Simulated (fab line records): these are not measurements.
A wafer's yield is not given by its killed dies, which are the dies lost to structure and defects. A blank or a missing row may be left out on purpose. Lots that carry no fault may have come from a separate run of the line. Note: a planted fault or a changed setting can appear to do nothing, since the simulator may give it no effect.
Matching of chambers | flow gf180mcu | GF_V1_ETCH_16 on rie_diel-01: 4 sister chambers
The step etches BARC in N2/H2. 8 wafers are shown with their chamber, then 11 later ones without.

WAFERS PAIRED WITH THEIR CHAMBERS
wafer  | chamber | drypump_motor_current_A (A) | oes_product_au (a.u.)
L079.5 | 3       | 5.3                         | 0.865
L081.3 | 1       | 6.0                         | 0.854
L081.6 | 1       | 6.1                         | 0.857
L083.1 | 0       | 5.5                         | 0.859
L083.2 | 3       | 5.3                         | 0.859
L084.2 | 0       | 5.5                         | 0.860
L084.5 | 2       | 5.8                         | 0.851
L085.1 | 2       | 5.8                         | 0.865

WAFERS WHOSE CHAMBER IS MISSING
wafer  | drypump_motor_current_A (A) | oes_product_au (a.u.)
L085.3 | 6.1                         | 0.854
L085.6 | 6.1                         | 0.858
L088.1 | 6.0                         | 0.851
L088.3 | 5.8                         | 0.859
L088.6 | 5.5                         | 0.859
L096.2 | 5.5                         | 0.850
L096.3 | 5.8                         | 0.857
L096.6 | 6.1                         | 0.860
L097.2 | 6.1                         | 0.851
L097.3 | 5.3                         | 0.856
L097.6 | 5.3                         | 0.856

WHICH CHAMBER EACH ONE RAN IN
wafer  | from the rows above | in truth
L085.3 | 1                   | 1
L085.6 | 1                   | 1
L088.1 | 1                   | 1
L088.3 | 2                   | 2
L088.6 | 0                   | 0
L096.2 | 0                   | 0
L096.3 | 2                   | 2
L096.6 | 1                   | 1
L097.2 | 1                   | 1
L097.3 | 3                   | 3
L097.6 | 3                   | 3
Correct placement for 11 of the 11. Can't be placed from these rows: 0. Placed wrongly: 0.
How it was worked out, from the rows above alone: a wafer's distance from a chamber is the root of the sum, over the readings, of the square of ((its reading less the chamber's mean) divided by the reading's scatter). If the next closest chamber is less than 2 further off than the closest, the wafer can't be placed; otherwise it belongs to the closest. The mean given for a chamber averages the wafers shown for that chamber. How the scatter is found: for the shown wafers, subtract from each reading the mean of its chamber, square and add these, divide the total by (wafers less chambers), then take the root.
